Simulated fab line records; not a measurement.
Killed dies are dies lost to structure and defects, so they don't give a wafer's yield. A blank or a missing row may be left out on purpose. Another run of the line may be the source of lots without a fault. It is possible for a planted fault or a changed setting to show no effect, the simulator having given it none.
Which tool did it? | flow sky130 | 15 lots, 45 wafers sampled, at 2 steps of a route of 708

## WHAT EACH GAUGE READ, for each wafer
SKY_SONOS_ONO_THK_MEAS_05. Usual: SONOS_ONO_CVD_04_THK typically reads 5.72 nm, with standard deviation 0.11.
lot  | measured     | on            | SONOS_ONO_CVD_04_THK (nm) | flag
L664 | day 9 14:44  | film_metro-01 | 5.63 5.75 5.70            |
L665 | day 9 22:19  | film_metro-03 | 5.66 5.61 5.60            |
L666 | day 10 06:31 | film_metro-01 | 5.90 5.89 6.00            |
L667 | day 10 13:28 | film_metro-01 | 5.70 5.51 5.70            |
L668 | day 10 13:28 | film_metro-03 | 5.72 5.67 5.74            |
L671 | day 11 12:25 | film_metro-04 | 5.80 5.64 5.76            |
L675 | day 12 11:38 | film_metro-03 | 5.67 5.85 5.68            |
L676 | day 12 15:50 | film_metro-01 | 5.46 5.57 5.61            |
L677 | day 12 22:26 | film_metro-01 | 5.68 5.71 5.78            |
L680 | day 14 03:02 | film_metro-03 | 5.71 5.73 5.76            |
L681 | day 14 03:02 | film_metro-01 | 5.54 5.61 5.56            |
L684 | day 22 20:58 | film_metro-03 | 5.79 5.71 5.75            |
L683 | day 22 22:13 | film_metro-01 | 5.80 5.69 5.74            |
L685 | day 22 23:28 | film_metro-04 | 5.69 5.74 5.74            |
L686 | day 22 23:28 | film_metro-03 | 5.79 5.76 5.86            |

SKY_POLY_GATE_CD_MEAS_13 targets a cd of 150 nm. Usual: cd_nm 149.7 nm, standard deviation 1.4.
lot  | measured     | on        | cd_nm (nm)        | flag
L664 | day 13 23:37 | cd_sem-02 | 151.7 149.7 150.9 |
L665 | day 13 23:17 | cd_sem-02 | 150.2 149.8 151.1 |
L666 | day 14 09:10 | cd_sem-01 | 149.5 148.7 148.0 |
L667 | day 14 20:04 | cd_sem-01 | 149.1 149.1 150.7 |
L668 | day 15 04:10 | cd_sem-01 | 147.9 147.7 147.6 |
L671 | day 16 04:41 | cd_sem-01 | 152.1 150.8 150.8 |
L675 | day 17 01:19 | cd_sem-01 | 150.0 151.3 149.6 |
L676 | day 17 10:46 | cd_sem-02 | 150.5 151.8 151.1 |
L677 | day 17 15:10 | cd_sem-02 | 148.4 149.1 148.9 |
L680 | day 18 23:16 | cd_sem-01 | 150.5 149.6 151.1 |
L681 | day 19 07:07 | cd_sem-01 | 146.9 149.0 147.9 |
L684 | day 27 20:17 | cd_sem-02 | 150.5 151.1 151.0 |
L683 | day 27 22:53 | cd_sem-02 | 150.2 149.0 149.8 |
L685 | day 27 23:08 | cd_sem-01 | 149.9 150.8 149.1 |
L686 | day 28 00:24 | cd_sem-02 | 148.9 148.7 149.4 |

## EACH LOT AND THE TOOL THAT RAN IT (in order: tool; ch and the chambers of the sampled wafers; start)
No process step before these readings appears in the record.

## WHAT THE TOOLS THEMSELVES READ (means of the sampled wafers that have a number; where no wafer has one, the mark that the record gives instead)
The record holds no such reading with a usual standard deviation.

## THE ANSWER, worked out from the rows above alone
Rule: take the mean of a lot's wafers that have a number; if it is more than 3 standard deviations from the usual mean, the lot is off. A lot without any number at a reading at which 4 lots or more have one is off too. Any other lot the step has rows for is counted as sound. Order of review: gauges by route order, followed by the tools' own readings, for which a lot's mean as printed above is used. The first step at which some lot is off is used, and at that step the reading that is off furthest; a lot without a number counts as furthest.
Across all readings shown, no lot is off: no conclusion can be drawn from this.

## WHAT WAS PUT IN BY THE SIMULATOR
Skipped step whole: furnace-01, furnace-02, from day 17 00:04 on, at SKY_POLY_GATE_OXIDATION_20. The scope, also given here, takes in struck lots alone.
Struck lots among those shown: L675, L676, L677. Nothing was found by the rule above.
